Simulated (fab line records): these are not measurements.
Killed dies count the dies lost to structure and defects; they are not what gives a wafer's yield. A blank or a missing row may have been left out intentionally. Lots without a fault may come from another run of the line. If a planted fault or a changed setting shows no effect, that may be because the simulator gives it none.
What tool caused it? :: flow sky130 :: 72 wafers from 24 lots sampled at 6 of the route's 708 steps

WHAT THE GAUGES READ, wafer by wafer
SKY_CONTACT_THK_MEAS_03.
lot: L074
measured: day 30 17:25
on: film metro-01
CONTACT_HDPCVD_THK (nm): 592 587 592

lot: L075
measured: day 30 18:30
on: film metro-02
CONTACT_HDPCVD_THK (nm): 596 593 582

lot: L076
measured: day 31 06:29
on: film metro-01
CONTACT_HDPCVD_THK (nm): 596 591 593

lot: L077
measured: day 31 12:52
on: film metro-03
CONTACT_HDPCVD_THK (nm): 597 606 596

lot: L078
measured: day 31 20:20
on: film metro-01
CONTACT_HDPCVD_THK (nm): 588 586 584

lot: L079
measured: day 31 22:49
on: film metro-02
CONTACT_HDPCVD_THK (nm): 577 578 591

lot: L080
measured: day 32 23:34
on: film metro-01
CONTACT_HDPCVD_THK (nm): 594 592 600

lot: L082
measured: day 33 00:16
on: film metro-02
CONTACT_HDPCVD_THK (nm): 594 589 588

lot: L081
measured: day 33 01:28
on: film metro-03
CONTACT_HDPCVD_THK (nm): 588 588 591

lot: L083
measured: day 33 16:47
on: film metro-03
CONTACT_HDPCVD_THK (nm): 595 597 585

lot: L085
measured: day 33 23:22
on: film metro-01
CONTACT_HDPCVD_THK (nm): 595 585 582

lot: L084
measured: day 34 00:39
on: film metro-02
CONTACT_HDPCVD_THK (nm): 587 602 590

lot: L086
measured: day 34 03:57
on: film metro-01
CONTACT_HDPCVD_THK (nm): 589 589 583

lot: L087
measured: day 34 22:17
on: film metro-03
CONTACT_HDPCVD_THK (nm): 596 597 600

lot: L088
measured: day 34 23:05
on: film metro-02
CONTACT_HDPCVD_THK (nm): 597 580 591

lot: L089
measured: day 35 05:37
on: film metro-03
CONTACT_HDPCVD_THK (nm): 583 588 592

lot: L090
measured: day 35 19:32
on: film metro-02
CONTACT_HDPCVD_THK (nm): 587 592 594

lot: L091
measured: day 35 23:07
on: film metro-03
CONTACT_HDPCVD_THK (nm): 587 586 590

lot: L092
measured: day 36 06:40
on: film metro-02
CONTACT_HDPCVD_THK (nm): 595 599 600

lot: L093
measured: day 37 00:24
on: film metro-02
CONTACT_HDPCVD_THK (nm): 583 603 584

lot: L094
measured: day 37 01:14
on: film metro-03
CONTACT_HDPCVD_THK (nm): 592 598 593

lot: L095
measured: day 37 05:43
on: film metro-02
CONTACT_HDPCVD_THK (nm): 583 590 586

lot: L096
measured: day 37 07:42
on: film metro-01
CONTACT_HDPCVD_THK (nm): 589 593 588

lot: L097
measured: day 38 03:44
on: film metro-02
CONTACT_HDPCVD_THK (nm): 592 589 600

SKY_CAPM_OVL_MEAS_12.
lot: L074
measured: day 37 19:56
on: overlay-01
CAPM_OVL (nm): -0.5 -1.2 -0.6

lot: L075
measured: day 37 21:59
on: overlay-01
CAPM_OVL (nm): 1.2 -0.4 -0.5

lot: L076
measured: day 38 06:26
on: overlay-02
CAPM_OVL (nm): -1.9 -1.9 -2.0

lot: L077
measured: day 38 13:02
on: overlay-02
CAPM_OVL (nm): -0.8 -1.5 -1.6

lot: L078
measured: day 38 20:20
on: overlay-01
CAPM_OVL (nm): 0.3 -0.5 -1.8

lot: L079
measured: day 38 21:26
on: overlay-02
CAPM_OVL (nm): -3.8 -3.6 -3.7

lot: L080
measured: day 39 19:47
on: overlay-02
CAPM_OVL (nm): -3.0 -2.9 -2.4

lot: L082
measured: day 39 22:05
on: overlay-01
CAPM_OVL (nm): -3.0 -0.2 -0.4

lot: L081
measured: day 39 22:38
on: overlay-01
CAPM_OVL (nm): -1.6 -2.5 -2.1

lot: L083
measured: day 40 11:36
on: overlay-02
CAPM_OVL (nm): -3.0 -1.6 -4.4

lot: L085
measured: day 40 19:08
on: overlay-02
CAPM_OVL (nm): -2.7 -1.3 -2.7

lot: L084
measured: day 40 19:59
on: overlay-01
CAPM_OVL (nm): 2.0 -0.2 0.5

lot: L086
measured: day 40 23:35
on: overlay-02
CAPM_OVL (nm): -0.7 -1.5 -1.1

lot: L087
measured: day 41 16:11
on: overlay-02
CAPM_OVL (nm): -4.6 -3.7 -1.5

lot: L088
measured: day 41 16:50
on: overlay-02
CAPM_OVL (nm): -1.1 -1.4 -1.4

lot: L089
measured: day 41 22:47
on: overlay-01
CAPM_OVL (nm): -1.1 0.2 -0.2

lot: L090
measured: day 42 10:26
on: overlay-02
CAPM_OVL (nm): -2.0 -0.5 -2.6

lot: L091
measured: day 42 13:29
on: overlay-02
CAPM_OVL (nm): -2.9 -3.6 -2.1

lot: L092
measured: day 42 20:44
on: overlay-02
CAPM_OVL (nm): -3.5 -2.2 -2.6

lot: L093
measured: day 43 11:26
on: overlay-01
CAPM_OVL (nm): 0.0 0.0 -1.2

lot: L094
measured: day 43 12:47
on: overlay-02
CAPM_OVL (nm): -3.2 -2.0 -3.2

lot: L095
measured: day 43 15:05
on: overlay-01
CAPM_OVL (nm): -0.6 0.2 -0.4

lot: L096
measured: day 43 21:23
on: overlay-02
CAPM_OVL (nm): -3.6 -4.0 -4.3

lot: L097
measured: day 44 10:53
on: overlay-01
CAPM_OVL (nm): -1.6 -0.9 1.4

SKY_METAL4_OVL_MEAS_14.
lot: L074
measured: day 42 03:55
on: overlay-02
METAL4_OVL (nm): -5 0 -11

lot: L075
measured: day 42 06:09
on: overlay-01
METAL4_OVL (nm): -1 1 -3

lot: L076
measured: day 42 12:51
on: overlay-02
METAL4_OVL (nm): -7 -1 0

lot: L077
measured: day 42 19:46
on: overlay-01
METAL4_OVL (nm): -2 -5 -6

lot: L078
measured: day 43 01:21
on: overlay-01
METAL4_OVL (nm): 5 -4 4

lot: L079
measured: day 43 01:43
on: overlay-01
METAL4_OVL (nm): -3 2 1

lot: L080
measured: day 43 23:37
on: overlay-02
METAL4_OVL (nm): 3 5 7

lot: L082
measured: day 44 01:25
on: overlay-02
METAL4_OVL (nm): -5 1 -2

lot: L081
measured: day 44 02:12
on: overlay-02
METAL4_OVL (nm): -3 1 -1

lot: L083
measured: day 44 13:52
on: overlay-01
METAL4_OVL (nm): -1 4 7

lot: L085
measured: day 44 20:07
on: overlay-02
METAL4_OVL (nm): 8 -7 -1

lot: L084
measured: day 44 21:39
on: overlay-01
METAL4_OVL (nm): -1 1 1

lot: L086
measured: day 45 00:40
on: overlay-01
METAL4_OVL (nm): -8 1 5

lot: L087
measured: day 45 15:52
on: overlay-02
METAL4_OVL (nm): 6 9 1

lot: L088
measured: day 45 16:07
on: overlay-01
METAL4_OVL (nm): -8 -10 -6

lot: L089
measured: day 45 22:06
on: overlay-01
METAL4_OVL (nm): 9 4 1

lot: L090
measured: day 46 07:29
on: overlay-01
METAL4_OVL (nm): 4 6 -7

lot: L091
measured: day 46 09:49
on: overlay-02
METAL4_OVL (nm): 2 -1 -3

lot: L092
measured: day 46 16:27
on: overlay-02
METAL4_OVL (nm): 9 -4 2

lot: L093
measured: day 47 06:21
on: overlay-02
METAL4_OVL (nm): -1 1 -6

lot: L094
measured: day 47 07:34
on: overlay-01
METAL4_OVL (nm): -6 -7 -12

lot: L095
measured: day 47 09:04
on: overlay-01
METAL4_OVL (nm): -2 -4 -4

lot: L096
measured: day 47 12:55
on: overlay-01
METAL4_OVL (nm): 3 10 5

lot: L097
measured: day 48 02:01
on: overlay-01
METAL4_OVL (nm): -6 -1 -6

EACH LOT AND THE TOOL THAT RAN IT (in order: tool; ch and the chambers of the sampled wafers; start)
lot: L074
SKY_VIA3_CMP_02: cmp-02 ch 0,2,3, day 39 00:10
SKY_VIA3_SPUTTER_20: pvd sputter-02, day 40 02:31
SKY_METAL4_SPUTTER_03: pvd sputter-04, day 40 03:16

lot: L075
SKY_VIA3_CMP_02: cmp-02 ch 0,1,2, day 39 02:04
SKY_VIA3_SPUTTER_20: pvd sputter-02, day 40 04:13
SKY_METAL4_SPUTTER_03: pvd sputter-04, day 40 04:58

lot: L076
SKY_VIA3_CMP_02: cmp-02 ch 0,2,3, day 39 09:55
SKY_VIA3_SPUTTER_20: pvd sputter-03, day 40 11:55
SKY_METAL4_SPUTTER_03: pvd sputter-04, day 40 12:40

lot: L077
SKY_VIA3_CMP_02: cmp-01 ch 0,1,2, day 39 16:08
SKY_VIA3_SPUTTER_20: pvd sputter-01, day 40 17:37
SKY_METAL4_SPUTTER_03: pvd sputter-01, day 40 18:22

lot: L078
SKY_VIA3_CMP_02: cmp-02 ch 0,2,3, day 39 23:17
SKY_VIA3_SPUTTER_20: pvd sputter-01, day 41 01:01
SKY_METAL4_SPUTTER_03: pvd sputter-04, day 41 01:46

lot: L079
SKY_VIA3_CMP_02: cmp-02 ch 1,3, day 40 00:02
SKY_VIA3_SPUTTER_20: pvd sputter-02, day 41 01:23
SKY_METAL4_SPUTTER_03: pvd sputter-03, day 41 02:08

lot: L080
SKY_VIA3_CMP_02: cmp-01 ch 0,1, day 40 22:16
SKY_VIA3_SPUTTER_20: pvd sputter-02, day 41 23:26
SKY_METAL4_SPUTTER_03: pvd sputter-04, day 42 00:15

lot: L082
SKY_VIA3_CMP_02: cmp-02 ch 1,2,3, day 41 00:08
SKY_VIA3_SPUTTER_20: pvd sputter-03, day 42 00:58
SKY_METAL4_SPUTTER_03: pvd sputter-04, day 42 01:52

lot: L081
SKY_VIA3_CMP_02: cmp-01 ch 0,1,3, day 41 00:26
SKY_VIA3_SPUTTER_20: pvd sputter-02, day 42 01:17
SKY_METAL4_SPUTTER_03: pvd sputter-03, day 42 02:10

lot: L083
SKY_VIA3_CMP_02: cmp-02 ch 0,3, day 41 13:47
SKY_VIA3_SPUTTER_20: pvd sputter-01, day 42 14:02
SKY_METAL4_SPUTTER_03: pvd sputter-03, day 42 14:47

lot: L085
SKY_VIA3_CMP_02: cmp-02 ch 1,2,3, day 41 21:16
SKY_VIA3_SPUTTER_20: pvd sputter-02, day 42 21:38
SKY_METAL4_SPUTTER_03: pvd sputter-04, day 42 22:23

lot: L084
SKY_VIA3_CMP_02: cmp-02 ch 0,1,2, day 41 22:57
SKY_VIA3_SPUTTER_20: pvd sputter-03, day 42 23:23
SKY_METAL4_SPUTTER_03: pvd sputter-03, day 43 00:10

lot: L086
SKY_VIA3_CMP_02: cmp-02 ch 2,3, day 42 01:13
SKY_VIA3_SPUTTER_20: pvd sputter-02, day 43 01:52
SKY_METAL4_SPUTTER_03: pvd sputter-03, day 43 02:37

lot: L087
SKY_VIA3_CMP_02: cmp-01 ch 0,1, day 42 18:08
SKY_VIA3_SPUTTER_20: pvd sputter-03, day 43 17:50
SKY_METAL4_SPUTTER_03: pvd sputter-01, day 43 18:35

lot: L088
SKY_VIA3_CMP_02: cmp-02 ch 1,2,3, day 42 18:38
SKY_VIA3_SPUTTER_20: pvd sputter-03, day 43 18:49
SKY_METAL4_SPUTTER_03: pvd sputter-01, day 43 19:34

lot: L089
SKY_VIA3_CMP_02: cmp-02 ch 0,1,2, day 43 00:31
SKY_VIA3_SPUTTER_20: pvd sputter-01, day 44 00:24
SKY_METAL4_SPUTTER_03: pvd sputter-03, day 44 01:09

lot: L090
SKY_VIA3_CMP_02: cmp-02 ch 0,1,2, day 43 11:19
SKY_VIA3_SPUTTER_20: pvd sputter-01, day 44 10:59
SKY_METAL4_SPUTTER_03: pvd sputter-03, day 44 11:44

lot: L091
SKY_VIA3_CMP_02: cmp-02 ch 1,2, day 43 14:01
SKY_VIA3_SPUTTER_20: pvd sputter-03, day 44 13:20
SKY_METAL4_SPUTTER_03: pvd sputter-04, day 44 14:05

lot: L092
SKY_VIA3_CMP_02: cmp-01 ch 0,1,3, day 43 21:31
SKY_VIA3_SPUTTER_20: pvd sputter-01, day 44 21:26
SKY_METAL4_SPUTTER_03: pvd sputter-04, day 44 22:11

lot: L093
SKY_VIA3_CMP_02: cmp-01 ch 0,1,3, day 44 12:10
SKY_VIA3_SPUTTER_20: pvd sputter-02, day 45 11:01
SKY_METAL4_SPUTTER_03: pvd sputter-04, day 45 11:46

lot: L094
SKY_VIA3_CMP_02: cmp-02 ch 0,2,3, day 44 13:14
SKY_VIA3_SPUTTER_20: pvd sputter-03, day 45 12:01
SKY_METAL4_SPUTTER_03: pvd sputter-01, day 45 12:46

lot: L095
SKY_VIA3_CMP_02: cmp-02 ch 1,2,3, day 44 15:38
SKY_VIA3_SPUTTER_20: pvd sputter-03, day 45 14:05
SKY_METAL4_SPUTTER_03: pvd sputter-04, day 45 14:50

lot: L096
SKY_VIA3_CMP_02: cmp-02 ch 0,1, day 44 21:38
SKY_VIA3_SPUTTER_20: pvd sputter-03, day 45 19:32
SKY_METAL4_SPUTTER_03: pvd sputter-04, day 45 20:17

lot: L097
SKY_VIA3_CMP_02: cmp-01 ch 0,2,3, day 45 10:04
SKY_VIA3_SPUTTER_20: pvd sputter-02, day 46 08:09
SKY_METAL4_SPUTTER_03: pvd sputter-04, day 46 09:04
- SKY_VIA3_CMP_02: polishes SiO2.
- SKY_VIA3_SPUTTER_20: material TiN, target thk 20 nm, time 81.96 s.
- SKY_METAL4_SPUTTER_03: material Ti, target thk 5 nm, time 3.3 s.

WHAT THE TOOLS THEMSELVES READ (means of the sampled wafers that have a number; where no wafer has one, the mark that the record gives instead)
SKY_VIA3_CMP_02.
lot: L074
tool: cmp-02
motor current A (A): 12.6
platen rpm (rpm): 60.03

lot: L075
tool: cmp-02
motor current A (A): 12.2
platen rpm (rpm): 60.01

lot: L076
tool: cmp-02
motor current A (A): 13.3
platen rpm (rpm): 60.00

lot: L077
tool: cmp-01
motor current A (A): 13.3
platen rpm (rpm): 59.99

lot: L078
tool: cmp-02
motor current A (A): 13.0
platen rpm (rpm): 60.00

lot: L079
tool: cmp-02
motor current A (A): 12.6
platen rpm (rpm): 60.00

lot: L080
tool: cmp-01
motor current A (A): 13.2
platen rpm (rpm): 59.97

lot: L082
tool: cmp-02
motor current A (A): 12.4
platen rpm (rpm): 59.97

lot: L081
tool: cmp-01
motor current A (A): 12.7
platen rpm (rpm): 59.97

lot: L083
tool: cmp-02
motor current A (A): 12.5
platen rpm (rpm): 59.99

lot: L085
tool: cmp-02
motor current A (A): 11.8
platen rpm (rpm): 59.97

lot: L084
tool: cmp-02
motor current A (A): 12.8
platen rpm (rpm): 60.02

lot: L086
tool: cmp-02
motor current A (A): 12.4
platen rpm (rpm): 59.95

lot: L087
tool: cmp-01
motor current A (A): 13.7
platen rpm (rpm): 59.98

lot: L088
tool: cmp-02
motor current A (A): 12.3
platen rpm (rpm): 60.00

lot: L089
tool: cmp-02
motor current A (A): 12.6
platen rpm (rpm): 60.00

lot: L090
tool: cmp-02
motor current A (A): 12.4
platen rpm (rpm): 60.01

lot: L091
tool: cmp-02
motor current A (A): 11.9
platen rpm (rpm): 60.06

lot: L092
tool: cmp-01
motor current A (A): 13.5
platen rpm (rpm): 59.99

lot: L093
tool: cmp-01
motor current A (A): 13.1
platen rpm (rpm): 60.03

lot: L094
tool: cmp-02
motor current A (A): 12.7
platen rpm (rpm): 59.96

lot: L095
tool: cmp-02
motor current A (A): 11.7
platen rpm (rpm): 59.99

lot: L096
tool: cmp-02
motor current A (A): 12.0
platen rpm (rpm): 59.99

lot: L097
tool: cmp-01
motor current A (A): 13.2
platen rpm (rpm): 59.97

SKY_VIA3_SPUTTER_20.
lot: L074
tool: pvd sputter-02
throttle valve pct (%): 29.4

lot: L075
tool: pvd sputter-02
throttle valve pct (%): 28.4

lot: L076
tool: pvd sputter-03
throttle valve pct (%): 29.6

lot: L077
tool: pvd sputter-01
throttle valve pct (%): 31.5

lot: L078
tool: pvd sputter-01
throttle valve pct (%): 31.3

lot: L079
tool: pvd sputter-02
throttle valve pct (%): 28.7

lot: L080
tool: pvd sputter-02
throttle valve pct (%): 28.5

lot: L082
tool: pvd sputter-03
throttle valve pct (%): 29.7

lot: L081
tool: pvd sputter-02
throttle valve pct (%): 28.4

lot: L083
tool: pvd sputter-01
throttle valve pct (%): 32.1

lot: L085
tool: pvd sputter-02
throttle valve pct (%): 29.2

lot: L084
tool: pvd sputter-03
throttle valve pct (%): 29.4

lot: L086
tool: pvd sputter-02
throttle valve pct (%): 29.0

lot: L087
tool: pvd sputter-03
throttle valve pct (%): 30.0

lot: L088
tool: pvd sputter-03
throttle valve pct (%): 29.2

lot: L089
tool: pvd sputter-01
throttle valve pct (%): 31.3

lot: L090
tool: pvd sputter-01
throttle valve pct (%): 32.0

lot: L091
tool: pvd sputter-03
throttle valve pct (%): 29.3

lot: L092
tool: pvd sputter-01
throttle valve pct (%): 32.1

lot: L093
tool: pvd sputter-02
throttle valve pct (%): 28.4

lot: L094
tool: pvd sputter-03
throttle valve pct (%): 29.4

lot: L095
tool: pvd sputter-03
throttle valve pct (%): 29.4

lot: L096
tool: pvd sputter-03
throttle valve pct (%): 29.3

lot: L097
tool: pvd sputter-02
throttle valve pct (%): 28.6

SKY_METAL4_SPUTTER_03.
lot: L074
tool: pvd sputter-04
throttle valve pct (%): 29.8

lot: L075
tool: pvd sputter-04
throttle valve pct (%): 30.7

lot: L076
tool: pvd sputter-04
throttle valve pct (%): 29.0

lot: L077
tool: pvd sputter-01
throttle valve pct (%): 32.1

lot: L078
tool: pvd sputter-04
throttle valve pct (%): 29.7

lot: L079
tool: pvd sputter-03
throttle valve pct (%): 29.3

lot: L080
tool: pvd sputter-04
throttle valve pct (%): 30.0

lot: L082
tool: pvd sputter-04
throttle valve pct (%): 30.6

lot: L081
tool: pvd sputter-03
throttle valve pct (%): 29.4

lot: L083
tool: pvd sputter-03
throttle valve pct (%): 29.3

lot: L085
tool: pvd sputter-04
throttle valve pct (%): 29.6

lot: L084
tool: pvd sputter-03
throttle valve pct (%): 29.1

lot: L086
tool: pvd sputter-03
throttle valve pct (%): 29.9

lot: L087
tool: pvd sputter-01
throttle valve pct (%): 31.4

lot: L088
tool: pvd sputter-01
throttle valve pct (%): 31.4

lot: L089
tool: pvd sputter-03
throttle valve pct (%): 29.5

lot: L090
tool: pvd sputter-03
throttle valve pct (%): 29.6

lot: L091
tool: pvd sputter-04
throttle valve pct (%): 29.8

lot: L092
tool: pvd sputter-04
throttle valve pct (%): 30.8

lot: L093
tool: pvd sputter-04
throttle valve pct (%): 30.4

lot: L094
tool: pvd sputter-01
throttle valve pct (%): 31.5

lot: L095
tool: pvd sputter-04
throttle valve pct (%): 31.2

lot: L096
tool: pvd sputter-04
throttle valve pct (%): 31.0

lot: L097
tool: pvd sputter-04
throttle valve pct (%): 30.0

THE ANSWER, worked out from the rows above alone
Rule: the lots themselves supply what counts as usual. Put in order of their means at a reading, lots are off if they are a third of the lots or fewer, leave a main group of 4 or more, and stand apart from it by a gap of 3 or more times the standard deviation of the main group's means; of several such gaps the widest counts. Not used: any main group whose means are identical at the precision the tables above print for the reading. A lot without any number at a reading at which 4 lots or more have one is off too. Where the step has rows for the other lots, those lots are counted as sound. Order of review: gauges by route order, followed by the tools' own readings, for which a lot's mean as printed above is used. At the first step where some lot is off, the reading lying furthest off is the one used; lots without a number count as furthest.
Nothing can be told from this: no lot is off at any reading shown.

WHAT WAS PUT IN BY THE SIMULATOR
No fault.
